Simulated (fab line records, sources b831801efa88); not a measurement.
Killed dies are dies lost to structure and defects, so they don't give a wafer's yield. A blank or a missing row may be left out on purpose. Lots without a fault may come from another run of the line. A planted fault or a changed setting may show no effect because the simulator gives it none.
Chamber matching | flow sky130 | SKY_METAL4_ETCH_17 on rie_diel-03: 4 sister chambers
The step etches SiO2 in C4F8/O2/Ar, stops on TiN, time 3.9 s, target depth 15 nm. 4 wafers are shown with their chamber, then 6 later ones without.

WAFERS WITH THEIR CHAMBER
wafer  | chamber | oes_product_au (a.u.)
L874.4 | 2       | 0.761
L884.2 | 1       | 0.757
L885.4 | 3       | 0.747
L885.5 | 0       | 0.741

WAFERS WITHOUT THEIR CHAMBER
wafer  | oes_product_au (a.u.)
L886.3 | 0.760
L886.4 | 0.760
L886.5 | 0.770
L889.2 | 0.756
L889.5 | 0.748
L889.6 | 0.761

WHICH CHAMBER EACH WENT THROUGH
wafer  | from the rows above     | in truth
L886.3 | can't be placed: 2 or 1 | 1
L886.4 | can't be placed: 2 or 1 | 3
L886.5 | can't be placed: 2 or 1 | 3
L889.2 | can't be placed: 1 or 2 | 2
L889.5 | can't be placed: 3 or 0 | 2
L889.6 | can't be placed: 2 or 1 | 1
Placed correctly: 0 of 6. Can't be placed from these rows: 6 (the true chamber is among the candidates in 3). Placed wrongly: 0.
How it was worked out, from the rows above alone: a wafer's distance from a chamber is the root of the sum, over the readings, of the square of ((its reading less the chamber's mean) divided by the reading's scatter). The wafer belongs to the nearest chamber; if the next one is less than 2 further off, it can't be placed. A chamber's mean is the mean of its shown wafers. The scatter: with one shown wafer a chamber, the root of the mean of the squares of how far each hidden wafer lies from its nearest shown one.
